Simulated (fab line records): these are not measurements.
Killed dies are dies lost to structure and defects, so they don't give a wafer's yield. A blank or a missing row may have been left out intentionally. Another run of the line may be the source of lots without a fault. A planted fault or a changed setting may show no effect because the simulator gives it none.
fab line records ; flow sky130
[record] lots = 7; wafers = 21; last_day = 50
route steps=708 shown VIA2@516 METAL3@532 PAD_OPEN@708
lots untouched by any fault: they come from a run of this same line in which no faults occurred
start_h: start of the lot's first displayed wafer, in hours after the record's first day ; wait_h: hours since the lot's step before ; " as in the row above ; L1.1+2: one row covering several wafers at once ; - no value present, or no start provided ; * or withheld: withheld ; < > ~ a bound
route shown NAME@n: a module of which the file shows steps, and the number in the route of the first ; usual: mean/standard deviation of fault-free wafers ; same: alike in all rows ; chamber/n: place in a boat ; sites: per-site readings ; _std_site: the values' standard deviation ; _edge_site: the outer-site mean with the inner-site mean subtracted ; radius_mm: how far each site lies from the wafer's centre ; mask NAME#n: copy n ; behind: the most recent tool/chamber to have shaped the wafer ; hold: why the lot was held/for how many hours/how that ended ; device: whichever transistor did not switch (one of n, p or np) ; end of line: tests of these same wafers at the route's end ; for a step that has no rows: nothing shown but its recipe ; killed: dies that structure and defects cost at the first sort, which is not the same as the wafer's yield ; map: the dies of a wafer, with x for killed, . for not killed, _ for no die there
set.NAME: the setting that was run; set.NAME@STEP: the one run at that earlier step ; model.NAME: the simulator's own value behind a step, which no gauge read
certain route steps with their lots: each step a table, each wafer a row
services: a tool's chamber out of use, with start hour (start_h, from the record's first day; less than 0 if before it), hours out, and reason
[[steps]]
[step SKY_VIA2_EXPOSE_09]
[recipe] mask_id = VIM2; na = 0.8; source_shape = annular; sigma_inner = 0.55; sigma_outer = 0.85; target_cd_nm = 200; dose_mj = 38
[step SKY_VIA2_PEB_10]
[recipe] peb_temp_c = withheld; peb_time_s = withheld; resist = KrF-thick
[step SKY_VIA2_DEVELOP_11]
[recipe] develop_time_s = 60; resist = KrF-thick; dev_temp_c = 21
[step SKY_VIA2_CD_MEAS_12]
[recipe] target_cd_nm = 200
[usual] cd_nm = 199.9/1.4
lot.wafer;tool;chamber;start_h;wait_h;cd_nm
L478.3;cd_sem-02;-;878.58;-;200.0
L478.4;cd_sem-02;-;878.58;-;200.1
L478.5;cd_sem-02;-;878.58;-;199.9
L487.2;cd_sem-02;-;930.14;-;201.6
L487.5;cd_sem-02;-;930.14;-;201.5
L487.6;cd_sem-02;-;930.14;-;200.2
L489.1;cd_sem-01;-;944.69;-;198.8
L489.3;cd_sem-01;-;944.69;-;199.0
L489.5;cd_sem-01;-;944.69;-;199.1
L491.1;cd_sem-01;-;958.99;-;200.6
L491.4;cd_sem-01;-;958.99;-;200.9
L491.5;cd_sem-01;-;958.99;-;199.9
L492.1;cd_sem-01;-;965.92;-;200.8
L492.4;cd_sem-01;-;965.92;-;201.2
L492.6;cd_sem-01;-;965.92;-;201.7
L495.2;cd_sem-02;-;992.19;-;199.9
L495.4;cd_sem-02;-;992.19;-;201.2
L495.5;cd_sem-02;-;992.19;-;199.4
L499.1;cd_sem-02;-;1031.27;-;198.8
L499.3;cd_sem-02;-;1031.27;-;199.1
L499.5;cd_sem-02;-;1031.27;-;197.2
[step SKY_VIA2_OVL_MEAS_13]
[usual] VIA2_OVL = 0/6.4
lot.wafer;tool;chamber;start_h;wait_h;VIA2_OVL[nm]
L478.3;overlay-01;-;878.68;0.1;4
L478.4;overlay-01;-;878.68;0.1;-5
L478.5;overlay-01;-;878.68;0.1;3
L487.2;overlay-02;-;930.25;0.1;-11
L487.5;overlay-02;-;930.25;0.1;-10
L487.6;overlay-02;-;930.25;0.1;-5
L489.1;overlay-01;-;944.81;0.1;5
L489.3;overlay-01;-;944.81;0.1;7
L489.5;overlay-01;-;944.81;0.1;4
L491.1;overlay-02;-;959.11;0.1;-2
L491.4;overlay-02;-;959.11;0.1;-9
L491.5;overlay-02;-;959.11;0.1;2
L492.1;overlay-01;-;966.04;0.1;-6
L492.4;overlay-01;-;966.04;0.1;8
L492.6;overlay-01;-;966.04;0.1;10
L495.2;overlay-02;-;992.30;0.1;-3
L495.4;overlay-02;-;992.30;0.1;3
L495.5;overlay-02;-;992.30;0.1;-5
L499.1;overlay-01;-;1031.39;0.1;-6
L499.3;overlay-01;-;1031.39;0.1;0
L499.5;overlay-01;-;1031.39;0.1;-1
[step SKY_VIA2_ETCH_14]
[recipe] chemistry = N2/H2; target = BARC; ion_energy_ev = 200; source_w = 500; bias_w = 100; pressure_mtorr = 30; n2_flow_sccm = 100; h2_flow_sccm = 200; stop_on = SiO2; time_s = 45.9; target_depth_a = 600
[usual] drypump_motor_current_A = 5.8/0.42; oes_product_au = 0.855/0.0044; throttle_valve_pct = 13.225/0.0087
lot.wafer;tool;chamber;start_h;wait_h;drypump_motor_current_A;oes_product_au;rf_hours_counter_h;throttle_valve_pct
L478.3;rie_diel-02;3;878.70;0.0;5.7;0.853;5;13.223
L478.4;rie_diel-02;0;878.70;0.0;6.3;0.854;7;13.241
L478.5;rie_diel-02;2;878.70;0.0;5.8;0.856;-;13.219
L487.2;rie_diel-03;0;930.28;0.0;6.1;0.859;11;13.218
L487.5;rie_diel-03;0;930.28;0.0;6.1;0.862;-;13.217
L487.6;rie_diel-03;1;930.28;0.0;5.1;0.855;-;13.227
L489.1;rie_diel-02;0;944.84;0.0;6.3;0.854;10;13.234
L489.3;rie_diel-02;2;944.84;0.0;5.8;0.852;11;13.226
L489.5;rie_diel-02;3;944.84;0.0;5.6;0.850;-;13.223
L491.1;rie_diel-04;3;959.15;0.0;5.3;0.856;11;13.220
L491.4;rie_diel-04;2;959.15;0.0;5.4;0.856;16;13.224
L491.5;rie_diel-04;2;959.15;0.0;5.4;0.862;-;13.222
L492.1;rie_diel-02;3;966.08;0.0;5.6;0.856;7;13.228
L492.4;rie_diel-02;1;966.08;0.0;5.7;0.857;17;13.219
L492.6;rie_diel-02;1;966.08;0.0;5.7;0.848;-;13.224
L495.2;rie_diel-02;3;992.33;0.0;5.6;0.850;8;13.225
L495.4;rie_diel-02;2;992.33;0.0;5.8;0.852;-;13.219
L495.5;rie_diel-02;0;992.33;0.0;6.3;0.852;-;13.221
L499.1;rie_diel-02;0;1031.43;0.0;6.3;0.853;12;13.235
L499.3;rie_diel-02;1;1031.43;0.0;5.7;0.853;19;13.234
L499.5;rie_diel-02;1;1031.43;0.0;5.8;0.859;-;13.220
[step SKY_VIA2_ETCH_15]
[recipe] target = SiO2; chemistry = C4F8/O2/Ar; target_depth_nm = 546; stop_on = TiN; mask_material = KrF-thick; source_w = 1500; bias_w = 1200; pressure_mtorr = 40; c4f8_flow_sccm = withheld; O2_flow_sccm = 6; Ar_flow_sccm = 300; time_s = 84
[usual] oes_product_au = 0.939/0.0046
lot.wafer;tool;chamber;start_h;wait_h;oes_product_au;rf_hours_counter_h
L478.3;rie_diel-02;3;878.74;0.0;0.935;5
L478.4;rie_diel-02;0;878.74;0.0;0.941;8
L478.5;rie_diel-02;2;878.74;0.0;0.935;-
L487.2;rie_diel-03;0;930.32;0.0;0.931;11
L487.5;rie_diel-03;0;930.32;0.0;0.940;-
L487.6;rie_diel-03;1;930.32;0.0;0.937;-
L489.1;rie_diel-02;0;944.89;0.0;0.945;10
L489.3;rie_diel-02;2;944.89;0.0;0.941;11
L489.5;rie_diel-02;3;944.89;0.0;0.932;-
L491.1;rie_diel-04;3;959.19;0.0;0.940;11
L491.4;rie_diel-04;2;959.19;0.0;0.939;16
L491.5;rie_diel-04;2;959.19;0.0;0.945;-
L492.1;rie_diel-02;3;966.12;0.0;0.947;7
L492.4;rie_diel-02;1;966.12;0.0;0.940;17
L492.6;rie_diel-02;1;966.12;0.0;0.934;-
L495.2;rie_diel-02;3;992.37;0.0;0.933;8
L495.4;rie_diel-02;2;992.37;0.0;0.941;-
L495.5;rie_diel-02;0;992.37;0.0;0.943;-
L499.1;rie_diel-02;0;1031.47;0.0;0.942;12
L499.3;rie_diel-02;1;1031.47;0.0;0.941;19
L499.5;rie_diel-02;1;1031.47;0.0;0.945;-
[step SKY_VIA2_STRIP_16]
[recipe] chemistry = O2/N2; power_w = 1400; pressure_mtorr = 1500; platen_temp_c = withheld; o2_flow_sccm = 3000; n2_flow_sccm = 300; overash_fraction = 0.5
[usual] drypump_motor_current_A = 5.8/0.43; oes_product_au = 0.398/0.0049; strip_time_to_endpoint_s = 4.056/0.022
lot.wafer;tool;chamber;start_h;wait_h;drypump_motor_current_A;oes_product_au;rf_hours_counter_h;strip_time_to_endpoint_s
L478.3;plasma_asher-02;1;878.84;0.1;6.1;0.407;-;4.074
L478.4;plasma_asher-02;0;878.84;0.1;5.8;0.391;-;4.070
L478.5;plasma_asher-02;1;878.84;0.1;6.1;0.409;-;4.065
L487.2;plasma_asher-04;1;930.38;0.0;4.9;0.392;49;4.057
L487.5;plasma_asher-04;0;930.38;0.0;5.8;0.400;-;4.055
L487.6;plasma_asher-04;1;930.38;0.0;4.9;0.390;-;4.033
L489.1;plasma_asher-03;0;944.95;0.0;5.6;0.410;21;4.078
L489.3;plasma_asher-03;0;944.95;0.0;5.6;0.387;-;4.090
L489.5;plasma_asher-03;1;944.95;0.0;6.3;0.398;-;4.048
L491.1;plasma_asher-02;0;959.26;0.0;5.8;0.404;86;4.057
L491.4;plasma_asher-02;0;959.26;0.0;5.8;0.397;-;4.090
L491.5;plasma_asher-02;1;959.26;0.0;6.1;0.404;-;4.079
L492.1;plasma_asher-04;1;966.18;0.0;4.9;0.398;53;4.055
L492.4;plasma_asher-04;0;966.18;0.0;5.8;0.405;-;4.022
L492.6;plasma_asher-04;1;966.18;0.0;4.9;0.400;-;4.043
L495.2;plasma_asher-03;0;992.43;0.0;5.6;0.403;26;4.093
L495.4;plasma_asher-03;0;992.43;0.0;5.6;0.403;-;4.093
L495.5;plasma_asher-03;1;992.43;0.0;6.4;0.398;-;4.072
L499.1;plasma_asher-03;0;1031.53;0.0;5.6;0.397;30;4.056
L499.3;plasma_asher-03;1;1031.53;0.0;6.3;0.400;-;4.029
L499.5;plasma_asher-03;0;1031.53;0.0;5.6;0.396;-;4.043
[step SKY_VIA2_STRIP_17]
[recipe] chemistry = post_etch_residue_remover; time_s = 1200; temp_c = 72.5
[step SKY_VIA2_CLEAN_18]
[recipe] chemistry = IPA; time_s = 180; temp_c = 25
[step SKY_VIA2_CLEAN_19]
[recipe] chemistry = O3/DIW; dry = n2_spin
[step SKY_VIA2_SPUTTER_20]
[recipe] material = TiN; target_thk_nm = 20; chamber_pressure_pa = 5; power_w = 3847; time_s = 80
[usual] throttle_valve_pct = 29.8/1.1
lot.wafer;tool;chamber;start_h;wait_h;throttle_valve_pct
L478.3;pvd_sputter-02;-;879.74;0.0;28.4
L478.4;pvd_sputter-02;-;879.74;0.0;29.4
L478.5;pvd_sputter-02;-;879.74;0.0;28.3
L487.2;pvd_sputter-02;-;930.97;0.0;28.4
L487.5;pvd_sputter-02;-;930.97;0.0;28.5
L487.6;pvd_sputter-02;-;930.97;0.0;28.2
L489.1;pvd_sputter-02;-;945.60;0.0;30.8
L489.3;pvd_sputter-02;-;945.60;0.0;28.2
L489.5;pvd_sputter-02;-;945.60;0.0;29.7
L491.1;pvd_sputter-01;-;959.85;0.0;30.7
L491.4;pvd_sputter-01;-;959.85;0.0;30.8
L491.5;pvd_sputter-01;-;959.85;0.0;31.3
L492.1;pvd_sputter-04;-;966.78;0.0;30.6
L492.4;pvd_sputter-04;-;966.78;0.0;32.0
L492.6;pvd_sputter-04;-;966.78;0.0;31.6
L495.2;pvd_sputter-02;-;993.03;0.0;29.8
L495.4;pvd_sputter-02;-;993.03;0.0;30.7
L495.5;pvd_sputter-02;-;993.03;0.0;28.3
L499.1;pvd_sputter-02;-;1032.12;0.0;28.5
L499.3;pvd_sputter-02;-;1032.12;0.0;29.8
L499.5;pvd_sputter-02;-;1032.12;0.0;28.1
[step SKY_VIA2_CVD_21]
[recipe] material = W; target_thk_nm = 420; time_s = 126.4; temp_c = 400; pressure_torr = 40
[usual] heater_power_w = 816/87
lot.wafer;tool;chamber;start_h;wait_h;heater_power_w;model.W_of_VIA2_CVD_21.thk_nm
L478.3;cvd_w-01;1;879.85;0.1;958;412
L478.4;cvd_w-01;0;879.85;0.1;874;413.5
L478.5;cvd_w-01;0;879.85;0.1;883;414.1
L487.2;cvd_w-01;0;931.03;0.0;803;306.9
L487.5;cvd_w-01;0;931.03;0.0;801;303.7
L487.6;cvd_w-01;1;931.03;0.0;909;415.3
L489.1;cvd_w-01;0;945.66;0.0;786;301.3
L489.3;cvd_w-01;0;945.66;0.0;816;303.2
L489.5;cvd_w-01;0;945.66;0.0;799;306.6
L491.1;cvd_w-01;1;959.91;0.0;903;418.4
L491.4;cvd_w-01;1;959.91;0.0;915;415.3
L491.5;cvd_w-01;0;959.91;0.0;806;306.9
L492.1;cvd_w-02;1;966.84;0.0;754;413.2
L492.4;cvd_w-02;0;966.84;0.0;729;416.9
L492.6;cvd_w-02;1;966.84;0.0;754;415.5
L495.2;cvd_w-02;1;993.09;0.0;751;414.3
L495.4;cvd_w-02;0;993.09;0.0;711;412.1
L495.5;cvd_w-02;0;993.09;0.0;727;410.9
L499.1;cvd_w-02;1;1032.18;0.0;735;409.5
L499.3;cvd_w-02;1;1032.18;0.0;747;417
L499.5;cvd_w-02;0;1032.18;0.0;717;414.9
[step SKY_VIA2_RS_MEAS_22]
[recipe] thk_meas_gauge = four-point-probe; reads = W_of_VIA2_CVD_21+TiN_of_VIA2_SPUTTER_20
[usual] VIA2_W_RS = 0.2756/0.0025
lot.wafer;tool;chamber;start_h;wait_h;VIA2_W_RS[ohm/sq]
L478.3;film_metro-03;-;879.98;0.1;0.2782
L478.4;film_metro-03;-;879.98;0.1;0.2770
L478.5;film_metro-03;-;879.98;0.1;0.2766
L487.2;film_metro-03;-;931.18;0.1;0.3741
L487.5;film_metro-03;-;931.18;0.1;0.3777
L487.6;film_metro-03;-;931.18;0.1;0.2758
L489.1;film_metro-03;-;945.79;0.1;0.3821
L489.3;film_metro-03;-;945.79;0.1;0.3790
L489.5;film_metro-03;-;945.79;0.1;0.3747
L491.1;film_metro-02;-;960.04;0.1;0.2733
L491.4;film_metro-02;-;960.04;0.1;0.2751
L491.5;film_metro-02;-;960.04;0.1;0.3741
L492.1;film_metro-03;-;966.97;0.1;0.2768
L492.4;film_metro-03;-;966.97;0.1;0.2745
L492.6;film_metro-03;-;966.97;0.1;0.2755
L495.2;film_metro-03;-;993.24;0.1;0.2767
L495.4;film_metro-03;-;993.24;0.1;0.2774
L495.5;film_metro-03;-;993.24;0.1;0.2786
L499.1;film_metro-03;-;1032.32;0.1;0.2794
L499.3;film_metro-03;-;1032.32;0.1;0.2744
L499.5;film_metro-03;-;1032.32;0.1;0.2764
[step SKY_VIA2_THK_MEAS_23]
[recipe] thk_meas_gauge = xrf; reads = W_of_VIA2_CVD_21
[usual] VIA2_W_THK = 431/4.1
lot.wafer;tool;chamber;start_h;wait_h;VIA2_W_THK[nm]
L478.3;film_metro-03;-;880.08;0.1;430
L478.4;film_metro-03;-;880.08;0.1;435
L478.5;film_metro-03;-;880.08;0.1;432
L487.2;film_metro-03;-;931.29;0.1;317
L487.5;film_metro-03;-;931.29;0.1;313
L487.6;film_metro-03;-;931.29;0.1;433
L489.1;film_metro-03;-;945.91;0.1;311
L489.3;film_metro-03;-;945.91;0.1;309
L489.5;film_metro-03;-;945.91;0.1;315
L491.1;film_metro-02;-;960.16;0.1;432
L491.4;film_metro-02;-;960.16;0.1;430
L491.5;film_metro-02;-;960.16;0.1;315
L492.1;film_metro-03;-;967.09;0.1;432
L492.4;film_metro-03;-;967.09;0.1;432
L492.6;film_metro-03;-;967.09;0.1;435
L495.2;film_metro-03;-;993.35;0.1;434
L495.4;film_metro-03;-;993.35;0.1;431
L495.5;film_metro-03;-;993.35;0.1;430
L499.1;film_metro-03;-;1032.44;0.1;426
L499.3;film_metro-03;-;1032.44;0.1;434
L499.5;film_metro-03;-;1032.44;0.1;431
[step SKY_VIA2_CMP_24]
[recipe] stop_on = SiO2; t_overpolish_s = 20; down_force_psi = 3.5; platen_rpm = 60; target_thk_nm = 0; pad_velocity_m_s = 0.94248
[usual] motor_current_A = 11.3/1; retaining_ring_pressure_frac = 1.001/0.0059; time_to_endpoint_s = 100/3.3
lot.wafer;tool;chamber;start_h;wait_h;motor_current_A;retaining_ring_pressure_frac;time_to_endpoint_s
L478.3;cmp-02;2;880.12;0.0;12.7;1.001;101
L478.4;cmp-02;0;880.12;0.0;10.9;1.007;97
L478.5;cmp-02;2;880.12;0.0;11.7;1.008;102
L487.2;cmp-01;3;931.34;0.0;10.6;1.007;74
L487.6;cmp-01;3;931.34;0.0;10.3;0.999;98
L487.5;cmp-01;0;931.34;0.0;10.3;1.004;69
L489.3;cmp-02;3;945.97;0.0;11.7;0.999;68
L489.1;cmp-02;1;945.97;0.0;9.8;0.997;73
L489.5;cmp-02;3;945.97;0.0;11.7;1.001;72
L491.1;cmp-02;2;960.27;0.1;11.8;1.007;103
L491.4;cmp-02;0;960.27;0.1;11.6;1.008;98
L491.5;cmp-02;2;960.27;0.1;12.2;1.007;75
L492.4;cmp-01;0;967.20;0.1;10.3;1.002;104
L492.1;cmp-01;2;967.20;0.1;11.9;0.992;104
L492.6;cmp-01;0;967.20;0.1;10.8;1.004;103
L495.4;cmp-02;2;993.86;0.5;11.5;0.999;105
L495.2;cmp-02;1;993.86;0.5;9.9;0.994;106
L495.5;cmp-02;2;993.86;0.5;11.9;1.001;105
L499.3;cmp-02;2;1032.55;0.1;10.9;0.996;105
L499.1;cmp-02;3;1032.55;0.1;12.3;1.013;103
L499.5;cmp-02;1;1032.55;0.1;9.4;0.998;106
[step SKY_METAL3_SPUTTER_00]
[recipe] material = Ti; target_thk_nm = 15; power_w = 3000; time_s = 10; chamber_pressure_pa = 0.4
[usual] throttle_valve_pct = 29.8/1.1
lot.wafer;tool;chamber;start_h;wait_h;throttle_valve_pct
L478.3;pvd_sputter-02;-;880.42;0.2;31.1
L478.4;pvd_sputter-02;-;880.42;0.2;28.3
L478.5;pvd_sputter-02;-;880.42;0.2;28.6
L487.2;pvd_sputter-02;-;931.64;0.2;28.5
L487.5;pvd_sputter-02;-;931.64;0.2;28.5
L487.6;pvd_sputter-02;-;931.64;0.2;29.8
L489.1;pvd_sputter-03;-;946.27;0.1;29.8
L489.3;pvd_sputter-03;-;946.27;0.1;30.1
L489.5;pvd_sputter-03;-;946.27;0.1;30.4
L491.1;pvd_sputter-02;-;960.52;0.2;29.9
L491.4;pvd_sputter-02;-;960.52;0.2;28.1
L491.5;pvd_sputter-02;-;960.52;0.2;29.6
L492.1;pvd_sputter-02;-;967.45;0.1;29.6
L492.4;pvd_sputter-02;-;967.45;0.1;28.9
L492.6;pvd_sputter-02;-;967.45;0.1;28.2
L495.2;pvd_sputter-03;-;994.16;0.1;29.2
L495.4;pvd_sputter-03;-;994.16;0.1;30.1
L495.5;pvd_sputter-03;-;994.16;0.1;30.2
L499.1;pvd_sputter-03;-;1032.80;0.1;30.1
L499.3;pvd_sputter-03;-;1032.80;0.1;28.4
L499.5;pvd_sputter-03;-;1032.80;0.1;30.4
[step SKY_PAD_OPEN_PROBE_99]
[usual] defect_limited_yield = 81.9/1.9; killed_at_M0_to_M3 = 45/7.9; killed_at_M4_up = 2.9/1.8; killed_at_contacts = 25/5.5; killed_at_front_end = 16/4.4; killed_at_other = 0.3/0.58; killed_dies = 89/9.4; killed_open = 49/6.8; killed_short = 40/6.3; sort_bin_3_pad_short = 0.9/0.41; sort_bin_5_function = 10.8/1.5; sort_bin_6_memory = 6.4/1.2; sort_n_pass = 403/9.4; sort_yield_pct = 81.9/1.9
[same] gross_dies = 492; killed_at_back_side = 0; sort_bin_4_leakage[%] = 0; sort_bin_8_speed[%] = 0
lot.wafer;tool;chamber;start_h;wait_h;defect_limited_yield[%];killed_at_M0_to_M3;killed_at_M4_up;killed_at_contacts;killed_at_front_end;killed_at_other;killed_dies;killed_open;killed_short;sort_bin_3_pad_short[%];sort_bin_5_function[%];sort_bin_6_memory[%];sort_n_pass;sort_yield_pct[%]
L487.2;prober-02;-;1137.81;0.1;85.4;28;3;27;13;1;72;39;33;0.2;8.9;5.5;420;85.4
L487.5;prober-02;-;1137.96;0.2;82.9;52;4;21;7;0;84;46;38;1.6;8.9;6.5;408;82.9
L487.6;prober-02;-;1138.01;0.2;84.1;33;4;18;21;2;78;41;37;1.4;8.1;6.3;414;84.1
// killed by level:class
L487.2 CONTACT:geometric_particle:open=11 LI_CONTACT:geometric_particle:open=8 VIA1:geometric_particle:open=6 METAL1:geometric_particle:short=5 VIA2:geometric_particle:open=4 VIA1:geometric_particle:short=4 POLY_CUT:geometric_particle:open=3 LI_CONTACT:geometric_particle:short=3
L487.5 LI_CONTACT:geometric_particle:open=12 VIA2:geometric_particle:open=10 VIA1:geometric_particle:open=8 METAL2:geometric_particle:short=8 VIA1:geometric_particle:short=7 METAL3:geometric_particle:short=5 VIA3:geometric_particle:open=5 LI_CONTACT:geometric_particle:short=3
L487.6 VIA1:geometric_particle:open=11 FIELD_ISO:geometric_particle:open=7 LI_CONTACT:geometric_particle:open=7 VIA1:geometric_particle:short=5 LOCAL_INTERCONNECT:geometric_particle:short=4 METAL2:geometric_particle:short=4 FIELD_ISO:geometric_particle:short=3 SONOS_ONO:geometric_particle:short=3
[[services]]
tool;chamber;start_h;hours;kind
pvd_sputter-02;-;858.62;2.3;repair
plasma_asher-02;-;866.02;2.0;repair
rie_diel-03;-;867.73;1.2;repair
cvd_w-02;1;876.03;5.0;repair
cmp-01;-;896.91;1.7;repair
rie_diel-04;3;900.35;9.3;repair
cmp-02;-;901.17;2.3;repair
rie_diel-04;1;901.29;7.9;repair
cvd_w-01;-;904.00;14.0;pm
rie_diel-02;3;911.99;5.7;repair
cmp-01;-;913.27;2.5;repair
rie_diel-03;0;916.64;4.1;repair
cmp-01;-;919.28;4.0;pm
cmp-02;-;931.80;2.9;repair
rie_diel-04;2;939.41;10.4;repair
cmp-01;-;947.85;1.0;repair
rie_diel-02;0;966.94;5.6;repair
plasma_asher-03;-;969.71;0.7;repair
rie_diel-02;1;986.29;13.4;repair
cmp-02;-;987.11;2.2;repair
rie_diel-02;3;998.06;46.5;repair
cvd_w-02;0;1008.19;1.7;repair
cmp-02;-;1008.99;1.9;repair
cmp-02;-;1025.09;1.5;repair
[[key]]
[first_sign] step = SKY_VIA2_RS_MEAS_22; reading = VIA2_W_RS; direction = up; sigmas = 40; usual = 0.2756; struck = 0.3769
[effect] step = SKY_VIA2_THK_MEAS_23; reading = VIA2_W_THK; direction = down; sigmas = 29; usual = 431; struck = 313
[effect] step = SKY_VIA2_CMP_24; reading = time_to_endpoint_s; direction = down; sigmas = 8.6; usual = *; struck = *
[model_effect] step = SKY_VIA2_CVD_21; value = W_of_VIA2_CVD_21.thk_nm; without = 416.6; struck = 304.8
met_at SKY_VIA2_CVD_21
struck_wafers L487.2,L487.5,L489.1,L489.3,L489.5,L491.5
onset_between 879.85 931.03
[fault] kind = process_parameter_drift; tool = cvd_w-01; chamber = 0; onset_h = 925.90; steps = SKY_VIA2_CVD_21; channel = target_thk_nm; offset = -112.82; shape = step; end_h = 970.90; acts_in = these_recipes_only; stated = 420
